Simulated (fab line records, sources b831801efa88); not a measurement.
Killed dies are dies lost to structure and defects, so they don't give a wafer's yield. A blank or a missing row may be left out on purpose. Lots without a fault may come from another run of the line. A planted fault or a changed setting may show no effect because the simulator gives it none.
One fault seen from 2 desks | flow sky130 | each desk has only its own numbers; what lay behind them comes last

THE TOOL OWNER'S DESK: pvd_sputter-02
The tool's own readings at SKY_METAL5_SPUTTER_02 (material AlCu, target thk 1150 nm, time 61.2 s): means of the sampled wafers that have a number, for each lot that ran on this tool. A lot is out of limits, marked OUT, if its mean lies more than 4 standard deviations from the usual mean; the brackets give that distance.
Columns: A = throttle_valve_pct at SKY_METAL5_SPUTTER_02, usual 29.6 %
lot  | first seen here | A
L632 | day 42 21:26    | 29.1
L633 | day 43 04:29    | 29.2
L638 | day 44 19:59    | 29.8
L641 | day 45 14:32    | 29.3
L644 | day 46 02:25    | 29.0
This desk's finding: nothing out of limits on any of the 5 lots.

THE METROLOGY DESK
What the gauges read, lot by lot, whatever tool the lot ran on: means of the sampled wafers that have a number. A lot is out of limits, marked OUT, if its mean lies more than 4 standard deviations from the usual mean; the brackets give that distance.
Columns: A = METAL4_OVL at SKY_METAL4_OVL_MEAS_14, usual -2 nm; B = METAL5_ALCU_RS at SKY_METAL5_RS_MEAS_05, usual 0.02698 ohm/sq; C = METAL5_ALCU_THK at SKY_METAL5_THK_MEAS_06, usual 1158 nm
lot  | first seen here | A  | B                 | C
L632 | day 41 18:13    | -2 | 0.02706           | 1144
L633 | day 42 04:19    | -1 | 0.02671           | 1173
L635 | day 42 17:34    | -5 | 0.02693           | 1171
L638 | day 43 17:40    | -2 | 0.02660           | 1173
L641 | day 44 13:43    | 0  | 0.03291 (+23) OUT | 993 (-13) OUT
L643 | day 44 21:49    | -5 | 0.02714           | 1158
L644 | day 45 02:37    | -4 | 0.03244 (+21) OUT | 1004 (-12) OUT
L645 | day 45 16:34    | -4 | 0.02706           | 1151
L651 | day 47 12:43    | -1 | 0.02730           | 1144
L653 | day 47 13:52    | 2  | 0.02667           | 1172
This desk's finding: out of limits on L641, L644; first on L641, day 45 14:39 (METAL5_ALCU_RS at SKY_METAL5_RS_MEAS_05). In limits: L632, L633, L635, L638, L643, L645, L651, L653.

PUT TOGETHER
The metrology desk could have raised an alarm at day 45 14:39, on L641, L644.
The tool owner's desk saw nothing out of limits.
The tool owner's desk has L641, L644 on record, within its limits.
Of the lots named, all ran SKY_METAL5_SPUTTER_02 on pvd_sputter-02.

WHAT THE SIMULATOR HAD PUT IN
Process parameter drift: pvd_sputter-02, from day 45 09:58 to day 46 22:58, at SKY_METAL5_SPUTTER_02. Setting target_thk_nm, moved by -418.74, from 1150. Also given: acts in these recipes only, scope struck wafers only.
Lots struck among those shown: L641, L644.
Hours from the fault's start to each desk's first reading out of limits: the metrology desk, 5.
